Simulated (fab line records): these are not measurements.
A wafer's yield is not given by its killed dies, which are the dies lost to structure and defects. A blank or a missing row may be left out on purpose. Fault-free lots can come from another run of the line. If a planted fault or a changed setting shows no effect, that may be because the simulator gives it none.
Which of the tools did it? + flow sky130 + Sampling: 14 lots, 40 wafers, 3 of 708 route steps

## WHAT EACH GAUGE READ, for each wafer
SKY_CONTACT_THK_MEAS_26: measures by xrf. Usual: for CONTACT_W_THK the level is 346 nm and the standard deviation is 5.4.
| lot  | measured     | on            | CONTACT_W_THK (nm) | flag |
|------|--------------|---------------|--------------------|------|
| L916 | day 30 20:42 | film_metro-04 | 337 340 343        |      |
| L918 | day 31 14:38 | film_metro-03 | 346 345 344        |      |
| L919 | day 32 08:48 | film_metro-02 | 346 344 351        |      |
| L920 | day 32 16:06 | film_metro-02 | 341 352 343        |      |
| L921 | day 32 18:25 | film_metro-02 | 345 344 342        |      |
| L922 | day 33 01:31 | film_metro-03 | 335 337 337        |      |
| L923 | day 33 16:26 | film_metro-02 | 358 354 362        |      |
| L924 | day 34 00:46 | film_metro-04 | 335 344 342        |      |
| L926 | day 34 12:44 | film_metro-02 | 359 360 351        |      |
| L927 | day 35 00:13 | film_metro-02 | 360 353 345        |      |
| L928 | day 35 03:00 | film_metro-03 | 353 346 347        |      |
| L932 | day 37 20:57 | film_metro-03 | 347 342            |      |
| L933 | day 37 21:58 | film_metro-02 | 347 353            |      |
| L934 | day 38 07:34 | film_metro-02 | 345 348 348        |      |

SKY_METAL2_OVL_MEAS_16. Usual: for METAL2_OVL the level is 1 nm and the standard deviation is 5.6.
| lot  | measured     | on         | METAL2_OVL (nm) | flag |
|------|--------------|------------|-----------------|------|
| L916 | day 34 09:31 | overlay-02 | 2 1 7           |      |
| L918 | day 35 03:04 | overlay-01 | 6 7 8           |      |
| L919 | day 35 20:03 | overlay-02 | -10 -3 -7       |      |
| L920 | day 36 03:17 | overlay-02 | 0 1 4           |      |
| L921 | day 36 05:27 | overlay-01 | 5 4 6           |      |
| L922 | day 36 12:57 | overlay-02 | 6 3 4           |      |
| L923 | day 37 02:43 | overlay-02 | 2 -5 5          |      |
| L924 | day 37 12:08 | overlay-01 | 5 3 -4          |      |
| L926 | day 37 22:43 | overlay-01 | -1 1 6          |      |
| L927 | day 38 09:54 | overlay-02 | 13 6 6          |      |
| L928 | day 38 14:15 | overlay-02 | 2 5 8           |      |
| L932 | day 41 05:07 | overlay-01 | -10 -1          |      |
| L933 | day 41 05:28 | overlay-02 | -1 3            |      |
| L934 | day 41 15:18 | overlay-02 | 9 15 13         |      |

## TOOL THAT RAN EACH LOT (tool first, then ch and the chambers of the sampled wafers, then the start)
| lot  | SKY_VIA1_SPUTTER_20          |
|------|------------------------------|
| L916 | pvd_sputter-01, day 33 05:56 |
| L918 | pvd_sputter-01, day 33 23:21 |
| L919 | pvd_sputter-02, day 34 17:29 |
| L920 | pvd_sputter-03, day 35 00:19 |
| L921 | pvd_sputter-02, day 35 02:19 |
| L922 | pvd_sputter-01, day 35 10:04 |
| L923 | pvd_sputter-03, day 36 00:05 |
| L924 | pvd_sputter-03, day 36 08:58 |
| L926 | pvd_sputter-02, day 36 19:46 |
| L927 | pvd_sputter-03, day 37 07:27 |
| L928 | pvd_sputter-01, day 37 10:37 |
| L932 | pvd_sputter-01, day 40 03:22 |
| L933 | pvd_sputter-02, day 40 03:41 |
| L934 | pvd_sputter-02, day 40 12:10 |
- SKY_VIA1_SPUTTER_20: material TiN, target thk 20 nm, time 80 s.

## WHAT THE TOOLS THEMSELVES READ (means of the sampled wafers that have a number; where no wafer has one, the mark that the record gives instead)
SKY_VIA1_SPUTTER_20. Usual: 30.0 % for throttle_valve_pct, sd 1.3.
| lot  | tool           | throttle_valve_pct (%) | flag |
|------|----------------|------------------------|------|
| L916 | pvd_sputter-01 | 28.8                   |      |
| L918 | pvd_sputter-01 | 31.2                   |      |
| L919 | pvd_sputter-02 | 30.3                   |      |
| L920 | pvd_sputter-03 | 30.7                   |      |
| L921 | pvd_sputter-02 | 30.0                   |      |
| L922 | pvd_sputter-01 | 29.4                   |      |
| L923 | pvd_sputter-03 | 31.2                   |      |
| L924 | pvd_sputter-03 | 31.3                   |      |
| L926 | pvd_sputter-02 | 30.4                   |      |
| L927 | pvd_sputter-03 | 31.1                   |      |
| L928 | pvd_sputter-01 | 29.4                   |      |
| L932 | pvd_sputter-01 | 30.0                   |      |
| L933 | pvd_sputter-02 | 29.5                   |      |
| L934 | pvd_sputter-02 | 30.4                   |      |

## THE ANSWER, worked out from the rows above alone
Rule: lot off if the mean of its wafers having a number is beyond 3 standard deviations from the usual mean. A lot without any number at a reading at which 4 lots or more have one is off too. The other lots that the step has rows for count as sound. The gauges are gone through in route order, then the tools' own readings, and for those a lot's mean is taken as printed above. At the first step where some lot is off, the reading lying furthest off is the one used; lots without a number count as furthest.
Across all readings shown, no lot is off: no conclusion can be drawn from this.

## WHAT WAS PUT IN BY THE SIMULATOR
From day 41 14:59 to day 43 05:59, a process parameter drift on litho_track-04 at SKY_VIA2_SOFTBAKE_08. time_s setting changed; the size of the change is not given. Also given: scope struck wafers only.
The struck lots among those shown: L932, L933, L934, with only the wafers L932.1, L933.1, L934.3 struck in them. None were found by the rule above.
